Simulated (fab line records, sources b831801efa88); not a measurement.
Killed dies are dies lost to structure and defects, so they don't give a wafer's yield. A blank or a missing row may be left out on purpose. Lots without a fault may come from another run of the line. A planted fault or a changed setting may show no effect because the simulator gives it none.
fab line records | flow sky130
record lots=13 wafers=38 last_day=50
route steps=708 shown SONOS_ONO@171 GATE_OXIDE@198 PAD_OPEN@708
lots that met no fault: from a run of the same line without faults
start_h: hours from the record's first day to the start of the lot's first wafer shown | wait_h: hours since the lot's step before | " the same as in the row above | L1.1+2: a row that stands for several wafers | - no value, or no start given | * or withheld: withheld | < > ~ a bound
route shown NAME@n: a module of which the file shows steps, and the number in the route of the first | usual: mean/standard deviation of fault-free wafers | same: alike in all rows | chamber/n: place in a boat | sites: the reading at each site | _std_site: their standard deviation | _edge_site: outer sites' mean less inner sites' | radius_mm: how far each site lies from the wafer's centre | mask NAME#n: copy n | behind: the tool/chamber that last shaped the wafer | hold: why the lot was held/for how many hours/how that ended | device: the transistor (n, p or np) that didn't switch | end of line: the same wafers' tests at the end of the route | a step without rows: its recipe alone | killed: dies lost to structure and defects at the first sort, not the wafer's yield | map: a wafer's dies, x killed, . not, _ none there
set.NAME: the setting as run; set.NAME@STEP: as run at that earlier step | model.NAME: the simulator's own value behind a step, which no gauge read
steps of the route over a sample of lots; a table a step, a row a wafer
services: from which hour (start_h, from the record's first day; less than 0 if before it) a tool's chamber was out of use, for how many hours, and why
## steps
# step SKY_SONOS_ONO_THK_MEAS_03
# recipe reads=Si3N4_of_SONOS_ONO_CVD_02
# usual SONOS_ONO_CVD_02_THK=10.48/0.14
# columns lot.wafer tool chamber start_h wait_h SONOS_ONO_CVD_02_THK[nm]
L501.1 film_metro-02 - 259.79 0.0 10.48
L501.4 " - " " 10.51
L501.5 " - " " 10.57
L502.1 film_metro-01 - 266.00 0.0 10.47
L502.3 " - " " 10.49
L502.5 " - " " 10.49
L505.1 film_metro-02 - 291.99 0.0 10.57
L505.3 " - " " 10.44
L505.4 " - " " 10.51
L506.2 film_metro-01 - 298.65 0.0 10.36
L506.3 " - " " 10.28
L506.4 " - " " 10.26
L507.2 film_metro-02 - 306.90 0.0 10.62
L507.3 " - " " 10.64
L507.6 " - " " 10.48
L508.2 film_metro-02 - 315.95 0.0 10.49
L508.3 " - " " 10.46
L508.4 " - " " 10.44
L509.4 film_metro-01 - 321.86 0.0 10.36
L509.6 " - " " 10.52
L517.3 film_metro-01 - 386.89 0.0 10.51
L517.4 " - " " 10.48
L517.6 " - " " 10.33
L518.2 film_metro-04 - 395.90 0.0 10.41
L518.4 " - " " 10.43
L518.5 " - " " 10.41
L519.1 film_metro-04 - 405.40 0.0 10.68
L519.3 " - " " 10.71
L519.4 " - " " 10.74
L520.1 film_metro-04 - 411.08 0.0 10.41
L520.3 " - " " 10.36
L520.6 " - " " 10.47
L521.2 film_metro-02 - 420.39 0.0 10.83
L521.4 " - " " 10.79
L521.5 " - " " 10.67
L522.2 film_metro-01 - 427.19 0.0 10.38
L522.4 " - " " 10.59
L522.5 " - " " 10.44
# step SKY_SONOS_ONO_CD_MEAS_13
# recipe target_cd_nm=410
# usual cd_nm=409.9/2.6
# columns lot.wafer tool chamber start_h wait_h cd_nm
L501.1 cd_sem-01 - 285.40 0.1 409.8
L501.4 " - " " 410.3
L501.5 " - " " 410.3
L502.1 cd_sem-02 - 291.75 0.1 404.4
L502.3 " - " " 404.2
L502.5 " - " " 404.3
L505.1 cd_sem-01 - 319.45 0.1 409.9
L505.3 " - " " 412.8
L505.4 " - " " 412.3
L506.2 cd_sem-02 - 325.96 0.1 411.8
L506.3 " - " " 408.8
L506.4 " - " " 410.8
L507.2 cd_sem-01 - 334.27 0.1 407.7
L507.3 " - " " 409.8
L507.6 " - " " 408.5
L508.2 cd_sem-02 - 344.27 0.1 410.8
L508.3 " - " " 411.8
L508.4 " - " " 412.6
L509.4 cd_sem-01 - 349.11 0.1 409.2
L509.6 " - " " 408.2
L517.3 cd_sem-02 - 417.34 0.1 410.1
L517.4 " - " " 408.6
L517.6 " - " " 408.6
L518.2 cd_sem-01 - 426.55 0.1 410.2
L518.4 " - " " 412.3
L518.5 " - " " 411.0
L519.1 cd_sem-01 - 436.25 0.1 412.8
L519.3 " - " " 411.6
L519.4 " - " " 412.1
L520.1 cd_sem-01 - 442.65 0.1 414.8
L520.3 " - " " 413.2
L520.6 " - " " 413.4
L521.2 cd_sem-02 - 452.80 0.1 411.3
L521.4 " - " " 410.9
L521.5 " - " " 410.3
L522.2 cd_sem-01 - 459.30 0.1 409.1
L522.4 " - " " 408.9
L522.5 " - " " 412.0
# step SKY_SONOS_ONO_ETCH_15
# recipe target_depth_nm=19.52 chemistry=CHF3/O2 source_w=600 bias_w=200 pressure_mtorr=40 chf3_flow_sccm=50 O2_flow_sccm=5 time_s=7.8
# usual drypump_motor_current_A=5.8/0.4 oes_product_au=0.997/0.014 throttle_valve_pct=8.824/0.0096
# columns lot.wafer tool chamber start_h wait_h drypump_motor_current_A oes_product_au rf_hours_counter_h throttle_valve_pct
L501.1 rie_diel-03 3 285.56 0.0 6.3 0.996 30 8.822
L501.4 " 1 " " 5.1 1.007 111 8.835
L501.5 " 2 " " 5.4 0.999 - 8.808
L502.1 rie_diel-03 1 291.91 0.0 5.1 0.998 111 8.829
L502.3 " 0 " " 6.3 0.970 7 8.817
L502.5 " 3 " " 6.3 1.004 - 8.821
L505.1 rie_diel-01 0 319.61 0.0 5.6 0.988 1 8.831
L505.3 " 2 " " 5.9 0.978 9 8.832
L505.4 " 3 " " 5.9 0.978 28 8.819
L506.2 rie_diel-01 1 326.09 0.0 5.9 1.010 3 8.822
L506.3 " 3 " " 5.9 0.988 28 8.819
L506.4 " 0 " " 5.6 0.997 1 8.830
L507.2 rie_diel-01 3 334.41 0.0 5.9 0.978 28 8.809
L507.3 " 2 " " 5.9 0.981 9 8.829
L507.6 " 1 " " 5.9 1.006 - 8.827
L508.2 rie_diel-03 3 344.40 0.0 6.3 1.003 31 8.823
L508.3 " 1 " " 5.1 1.001 112 8.826
L508.4 " 0 " " 6.4 0.986 8 8.803
L509.4 rie_diel-03 2 349.21 0.0 5.4 0.995 10 8.822
L509.6 " 1 " " 5.1 0.990 - 8.816
L517.3 rie_diel-02 2 417.45 0.0 5.3 0.997 48 8.822
L517.4 " 1 " " 6.2 0.972 56 8.821
L517.6 " 0 " " 6.1 1.014 - 8.834
L518.2 rie_diel-03 0 426.69 0.0 6.3 0.979 10 8.830
L518.4 " 1 " " 5.1 1.013 0 8.835
L518.5 " 2 " " 5.4 0.995 - 8.824
L519.1 rie_diel-01 3 436.41 0.0 5.9 1.009 31 8.848
L519.3 " 2 " " 5.9 0.986 11 8.828
L519.4 " 0 " " 5.6 0.981 3 8.792
L520.1 rie_diel-02 1 442.81 0.0 6.3 0.986 57 8.823
L520.3 " 2 " " 5.4 1.012 48 8.823
L520.6 " 3 " " 6.4 0.997 - 8.841
L521.2 rie_diel-03 3 452.94 0.0 6.3 1.012 32 8.830
L521.4 " 0 " " 6.3 0.982 10 8.834
L521.5 " 1 " " 5.1 1.021 - 8.831
L522.2 rie_diel-01 0 459.44 0.0 5.6 0.992 4 8.821
L522.4 " 1 " " 5.9 1.018 6 8.827
L522.5 " 0 " " 5.6 1.002 - 8.820
# step SKY_GATE_OXIDE_IMPLANT_11
# recipe species=B energy_kev=10 dose_cm2=2.6e+12 tilt_deg=withheld
# columns lot.wafer tool chamber start_h wait_h
L501.1+4+5 implanter-01 0 314.62 0.0
L502.1+3+5 implanter-04 0 321.37 0.0
L505.1+3+4 implanter-02 0 348.79 0.0
L506.2+3+4 implanter-02 0 355.91 0.0
L507.2+3+6 implanter-02 0 364.76 0.0
L508.2+3+4 implanter-02 0 374.95 0.0
L509.4+6 implanter-02 0 379.86 0.1
L517.3+4+6 implanter-02 0 451.07 0.1
L518.2+4+5 implanter-04 0 460.30 0.0
L519.1+3+4 implanter-01 0 468.44 0.0
L520.1+3+6 implanter-02 0 475.07 0.0
L521.2+4+5 implanter-04 0 485.25 0.0
L522.2+4+5 implanter-02 0 492.70 0.0
# step SKY_GATE_OXIDE_TW_MEAS_14
# usual GATE_OXIDE_TW=224.5/1.6
# columns lot.wafer tool chamber start_h wait_h GATE_OXIDE_TW
L501.1 film_metro-02 - 314.97 0.1 221.7
L501.4 " - " " 221.3
L501.5 " - " " 221.7
L502.1 film_metro-03 - 321.72 0.1 225.1
L502.3 " - " " 225.3
L502.5 " - " " 225.9
L505.1 film_metro-02 - 349.14 0.1 221.9
L505.3 " - " " 222.1
L505.4 " - " " 223.0
L506.2 film_metro-04 - 356.25 0.1 223.7
L506.3 " - " " 225.4
L506.4 " - " " 225.9
L507.2 film_metro-03 - 365.10 0.1 224.8
L507.3 " - " " 223.6
L507.6 " - " " 213.1
L508.2 film_metro-03 - 375.29 0.1 224.9
L508.3 " - " " 224.3
L508.4 " - " " 214.2
L509.4 film_metro-04 - 380.17 0.1 213.6
L509.6 " - " " 212.8
L517.3 film_metro-04 - 451.40 0.1 227.4
L517.4 " - " " 226.2
L517.6 " - " " 225.8
L518.2 film_metro-02 - 460.65 0.1 223.2
L518.4 " - " " 222.2
L518.5 " - " " 221.7
L519.1 film_metro-02 - 468.79 0.1 221.9
L519.3 " - " " 221.9
L519.4 " - " " 222.9
L520.1 film_metro-03 - 475.42 0.1 227.0
L520.3 " - " " 225.0
L520.6 " - " " 225.8
L521.2 film_metro-03 - 485.58 0.1 225.1
L521.4 " - " " 225.1
L521.5 " - " " 223.6
L522.2 film_metro-04 - 493.05 0.1 226.3
L522.4 " - " " 227.5
L522.5 " - " " 226.5
# step SKY_PAD_OPEN_PROBE_99
# usual killed_at_M0_to_M3=43/6.5 killed_at_M4_up=3.1/1.8 killed_at_contacts=24/5.6 killed_at_front_end=15/4.2 killed_at_other=0.3/0.5 killed_dies=86/8.9 killed_open=47/6.9 killed_short=39/5.9
# same gross_dies=492 killed_at_back_side=0
# columns lot.wafer tool chamber start_h wait_h killed_at_M0_to_M3 killed_at_M4_up killed_at_contacts killed_at_front_end killed_at_other killed_dies killed_open killed_short
L507.2 prober-01 - 1115.75 0.1 61 2 30 13 0 106 68 38
L507.3 prober-01 - 1115.80 0.2 34 2 29 19 1 85 51 34
L507.6 prober-01 - 1115.95 0.2 40 4 28 12 2 86 53 33
L508.2 prober-02 - 1124.46 0.1 41 7 16 16 1 81 45 36
L508.3 prober-02 - 1124.51 0.2 32 3 22 13 0 70 39 31
L508.4 prober-02 - 1124.56 0.2 37 4 15 10 1 67 40 27
L509.4 prober-01 - 1126.19 0.2 50 4 23 8 0 85 52 33
L509.6 prober-01 - 1126.29 0.2 64 4 16 20 0 104 52 52
L517.3 prober-01 - 1167.41 0.2 37 2 30 14 0 83 48 35
L517.4 prober-01 - 1167.46 0.2 45 6 21 21 0 93 50 43
L517.6 prober-01 - 1167.56 0.2 48 5 32 11 0 96 53 43
L518.2 prober-02 - 1174.91 0.1 45 5 30 8 0 88 50 38
L518.4 prober-02 - 1175.01 0.2 49 0 22 13 0 84 49 35
L518.5 prober-02 - 1175.06 0.2 40 4 18 17 0 79 43 36
L519.1 prober-01 - 1176.53 0.1 46 4 27 11 0 88 43 45
L519.3 prober-01 - 1176.63 0.2 50 7 27 13 1 98 50 48
L519.4 prober-01 - 1176.68 0.2 40 1 25 14 0 80 46 34
L521.2 prober-01 - 1189.46 0.1 39 0 20 13 0 72 40 32
L521.4 prober-01 - 1189.56 0.2 32 1 23 13 0 69 34 35
L521.5 prober-01 - 1189.61 0.2 36 1 29 7 1 74 45 29
# killed by level:class
L507.2 VIA1:geometric_particle:open=16 VIA2:geometric_particle:open=14 LI_CONTACT:geometric_particle:open=10 CONTACT:geometric_particle:open=9 METAL1:geometric_particle:short=8 CONTACT:geometric_particle:short=7 VIA1:geometric_particle:short=7 VIA3:geometric_particle:open=5
L507.3 VIA1:geometric_particle:open=13 CONTACT:geometric_particle:open=12 FIELD_ISO:geometric_particle:open=8 LI_CONTACT:geometric_particle:open=6 VIA1:geometric_particle:short=6 POLY_GATE:geometric_particle:short=4 LOCAL_INTERCONNECT:geometric_particle:short=4 CONTACT:geometric_particle:short=4
L507.6 CONTACT:geometric_particle:open=11 VIA1:geometric_particle:open=11 VIA2:geometric_particle:open=9 FIELD_ISO:geometric_particle:open=8 LI_CONTACT:geometric_particle:open=6 LOCAL_INTERCONNECT:geometric_particle:short=6 VIA1:geometric_particle:short=6 CONTACT:geometric_particle:short=4
L508.2 VIA1:geometric_particle:open=8 LI_CONTACT:geometric_particle:open=8 METAL1:geometric_particle:short=8 FIELD_ISO:geometric_particle:short=5 POLY_GATE:geometric_particle:open=5 VIA3:geometric_particle:open=5 METAL4:geometric_particle:short=5 CONTACT:geometric_particle:open=4
L508.3 VIA3:geometric_particle:open=8 LI_CONTACT:geometric_particle:open=7 VIA1:geometric_particle:open=7 CONTACT:geometric_particle:short=5 METAL2:geometric_particle:short=5 CONTACT:geometric_particle:open=4 LOCAL_INTERCONNECT:geometric_particle:short=4 FIELD_ISO:geometric_particle:short=3
L508.4 VIA1:geometric_particle:open=7 FIELD_ISO:geometric_particle:open=5 LI_CONTACT:geometric_particle:open=5 CONTACT:geometric_particle:open=5 VIA1:geometric_particle:short=5 VIA3:geometric_particle:open=5 METAL3:geometric_particle:short=5 LI_CONTACT:geometric_particle:short=3
L509.4 CONTACT:geometric_particle:open=13 VIA1:geometric_particle:open=13 VIA1:geometric_particle:short=6 METAL1:geometric_particle:short=5 METAL2:geometric_particle:short=5 VIA2:geometric_particle:open=5 LOCAL_INTERCONNECT:geometric_particle:short=4 METAL1:geometric_particle:open=3
L509.6 VIA1:geometric_particle:open=10 VIA3:geometric_particle:open=9 FIELD_ISO:geometric_particle:open=8 METAL1:geometric_particle:short=8 VIA1:geometric_particle:short=8 METAL2:geometric_particle:short=6 VIA2:geometric_particle:open=6 FIELD_ISO:geometric_particle:short=5
L517.3 LI_CONTACT:geometric_particle:open=12 VIA1:geometric_particle:open=8 LOCAL_INTERCONNECT:geometric_particle:short=7 VIA2:geometric_particle:open=6 CONTACT:geometric_particle:open=5 FIELD_ISO:geometric_particle:short=4 METAL1:geometric_particle:short=4 VIA3:geometric_particle:open=4
L517.4 VIA1:geometric_particle:open=16 VIA2:geometric_particle:open=9 LI_CONTACT:geometric_particle:open=8 FIELD_ISO:geometric_particle:short=7 POLY_GATE:geometric_particle:short=6 METAL1:geometric_particle:short=5 CONTACT:geometric_particle:short=4 VIA1:geometric_particle:short=3
L517.6 LI_CONTACT:geometric_particle:open=11 VIA1:geometric_particle:open=11 CONTACT:geometric_particle:open=10 VIA1:geometric_particle:short=8 METAL2:geometric_particle:short=6 VIA2:geometric_particle:open=6 FIELD_ISO:geometric_particle:open=4 LOCAL_INTERCONNECT:geometric_particle:short=4
L518.2 CONTACT:geometric_particle:open=11 LI_CONTACT:geometric_particle:open=8 VIA1:geometric_particle:open=6 VIA1:geometric_particle:short=6 LOCAL_INTERCONNECT:geometric_particle:short=5 VIA2:geometric_particle:open=5 VIA3:geometric_particle:open=5 CONTACT:geometric_particle:short=4
L518.4 VIA1:geometric_particle:open=16 CONTACT:geometric_particle:open=9 LI_CONTACT:geometric_particle:open=6 METAL3:geometric_particle:short=6 VIA3:geometric_particle:open=5 METAL1:geometric_particle:short=5 LOCAL_INTERCONNECT:geometric_particle:short=4 VIA2:geometric_particle:short=4
L518.5 VIA1:geometric_particle:open=10 CONTACT:geometric_particle:open=6 VIA1:geometric_particle:short=6 VIA3:geometric_particle:open=6 FIELD_ISO:geometric_particle:open=5 LI_CONTACT:geometric_particle:open=4 METAL1:geometric_particle:short=4 FIELD_ISO:geometric_particle:short=3
L519.1 CONTACT:geometric_particle:open=11 VIA1:geometric_particle:open=11 CONTACT:geometric_particle:short=7 METAL2:geometric_particle:short=7 VIA1:geometric_particle:short=6 LI_CONTACT:geometric_particle:open=6 POLY_GATE:geometric_particle:short=5 METAL1:geometric_particle:short=4
L519.3 VIA2:geometric_particle:open=11 CONTACT:geometric_particle:open=9 VIA1:geometric_particle:open=9 METAL1:geometric_particle:short=8 LI_CONTACT:geometric_particle:open=7 METAL4:geometric_particle:short=6 METAL2:geometric_particle:short=6 POLY_GATE:geometric_particle:open=5
L519.4 CONTACT:geometric_particle:open=11 VIA1:geometric_particle:open=10 LI_CONTACT:geometric_particle:open=6 VIA2:geometric_particle:open=5 VIA1:geometric_particle:short=5 VIA2:geometric_particle:short=4 METAL1:geometric_particle:short=4 METAL2:geometric_particle:short=4
L521.2 VIA1:geometric_particle:open=15 VIA3:geometric_particle:open=7 LI_CONTACT:geometric_particle:short=6 VIA1:geometric_particle:short=6 POLY_GATE:geometric_particle:short=5 CONTACT:geometric_particle:open=4 POLY_GATE:geometric_particle:open=3 LI_CONTACT:geometric_particle:open=3
L521.4 FIELD_ISO:geometric_particle:short=6 LI_CONTACT:geometric_particle:open=6 LOCAL_INTERCONNECT:geometric_particle:short=6 CONTACT:geometric_particle:open=6 VIA1:geometric_particle:open=6 VIA1:geometric_particle:short=5 CONTACT:geometric_particle:short=4 METAL2:geometric_particle:short=4
L521.5 CONTACT:geometric_particle:open=13 LI_CONTACT:geometric_particle:open=11 VIA3:geometric_particle:open=7 VIA2:geometric_particle:short=6 VIA2:geometric_particle:open=5 METAL3:geometric_particle:short=5 METAL1:geometric_particle:short=4 LOCAL_INTERCONNECT:geometric_particle:short=3
## services
# columns tool chamber start_h hours kind
implanter-01 - 265.01 2.3 repair
implanter-01 - 267.98 4.0 repair
rie_diel-01 3 277.31 8.5 repair
rie_diel-02 3 324.05 15.9 repair
implanter-01 - 324.87 1.2 repair
rie_diel-01 1 327.04 1.5 repair
rie_diel-01 0 331.30 21.4 repair
rie_diel-02 2 351.52 1.4 repair
implanter-01 - 357.34 33.9 pm
rie_diel-03 1 379.25 - clean
rie_diel-03 1 379.25 23.2 scheduled_down
rie_diel-03 1 379.25 23.2 vent_cycle
implanter-04 - 383.39 1.9 repair
implanter-04 - 408.07 2.4 pm
rie_diel-03 - 420.24 2.8 pm
rie_diel-01 - 424.25 2.8 pm
rie_diel-03 - 425.68 0.6 repair
rie_diel-01 0 428.17 2.6 repair
rie_diel-03 3 431.52 7.0 repair
rie_diel-03 0 439.81 5.2 repair
rie_diel-03 2 464.69 14.3 repair
implanter-04 - 473.52 4.6 pm
rie_diel-03 0 477.36 17.5 repair
rie_diel-01 - 477.71 15.6 pm
## key
first_sign step=SKY_GATE_OXIDE_TW_MEAS_14 reading=GATE_OXIDE_TW direction=down sigmas=6.7 usual=224.5 struck=213.4
effect none on later readings
met_at SKY_GATE_OXIDE_IMPLANT_11
struck_lots L507,L508,L509
struck_wafers L507.6,L508.4,L509.4,L509.6
tester_left_out L507,L508,L509
not_acting_at SKY_SONOS_ONO_THK_MEAS_03,SKY_SONOS_ONO_CD_MEAS_13,SKY_SONOS_ONO_ETCH_15
onset_between 355.91 364.76
fault kind=process_parameter_drift tool=implanter-02 chamber=- onset_h=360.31 steps=SKY_GATE_OXIDE_IMPLANT_11 channel=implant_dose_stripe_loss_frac offset=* shape=step end_h=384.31 scope=struck_wafers_only
# tester_left_out: of these lots the tester's yield and bins aren't shown, on N5 and GAA mostly nor the transistor test; their killed dies are dies lost to structure and defects alone, not to doping, threshold or leakage, so they don't give the yield
